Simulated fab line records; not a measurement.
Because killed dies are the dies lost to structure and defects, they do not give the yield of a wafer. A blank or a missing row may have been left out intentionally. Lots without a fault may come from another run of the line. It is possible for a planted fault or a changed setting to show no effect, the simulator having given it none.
The same fault as seen by 2 desks	flow gf180mcu	every desk sees just its own numbers, and what lay behind them comes last

== FROM THE METROLOGY DESK ==
What the gauges read for every lot (on any tool): the sampled wafers with a number, averaged. The brackets show how far a lot's mean lies from the usual mean; more than 4 standard deviations puts the lot out of limits, marked OUT.
Columns: A = POLY_GATE_OVL at GF_POLY_GATE_OVL_MEAS_11, usual -1 nm; B = NSD_RS at GF_PSD_RS_MEAS_14, usual 46.14 ohm/sq; C = CONTACT_CVD_02_THK at GF_CONTACT_THK_MEAS_03, usual 859 nm
lot	first seen here	A	B	C
L384	day 9 05:52	5	46.22	866
L385	day 9 15:44	-4	46.11	870
L387	day 10 05:50	-3	46.16	846
L388	day 10 07:30	-2	46.20	853
L390	day 11 00:28	-11	46.21	859
L393	day 11 20:45	3	46.19	851
L396	day 12 21:59	-5	46.50	848
L397	day 13 02:17	-2	46.39	856
L402	day 14 11:44	-4	46.04	860
L405	day 15 09:06	7	46.08	860
L406	day 15 19:06	0	46.01	862
L407	day 15 22:17	-5	46.01	857
Result from this desk: across the 12 lots, nothing is out of limits.

== TOOL OWNER'S DESK, implanter-02 ==
For each lot that ran on this tool, the mean over its sampled wafers that have a number, from the tool's own readings at GF_NSD_IMPLANT_09. The brackets show how far a lot's mean lies from the usual mean; more than 4 standard deviations puts the lot out of limits, marked OUT.
Columns: A = beam_energy_keV at GF_NSD_IMPLANT_09, usual 59.994; B = beam_on_s at GF_NSD_IMPLANT_09, usual 17.1 s; C = end_station_pressure_torr at GF_NSD_IMPLANT_09, usual 1.41e-05 Torr
lot	first seen here	A	B	C
L384	day 13 09:39	59.989	15.6	1.59e-05
L385	day 13 20:11	59.999	15.5	1.60e-05
L390	day 15 12:47	59.998	15.6	1.55e-05
L396	day 17 16:34	58.974 (-57) OUT	15.6	1.53e-05
L397	day 17 19:31	58.985 (-56) OUT	15.7	1.48e-05
L405	day 20 16:07	59.995	15.8	1.56e-05
L406	day 21 01:12	59.970	15.5	1.50e-05
L407	day 21 02:46	60.006	15.7	1.56e-05
Finding of this desk: L396, L397 out of limits; the first was L396 at day 17 16:34, on beam_energy_keV at GF_NSD_IMPLANT_09. Within limits: L384, L385, L390, L405, L406, L407.

== ALL TOGETHER ==
An alarm could have come from the tool owner's desk at day 17 16:34, on L396, L397.
From the metrology desk's view, nothing was out of limits.
The metrology desk holds a record of L396, L397, inside its limits.
All the named lots went through GF_NSD_IMPLANT_09 on implanter-02.

== WHAT THE SIMULATOR PUT IN ==
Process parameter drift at GF_NSD_IMPLANT_09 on implanter-02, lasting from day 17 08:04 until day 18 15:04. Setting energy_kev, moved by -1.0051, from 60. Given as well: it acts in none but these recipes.
Lots struck among those shown: L396, L397.
Time in hours from fault onset to the first out-of-limits reading at each desk: the tool owner's desk, 8.
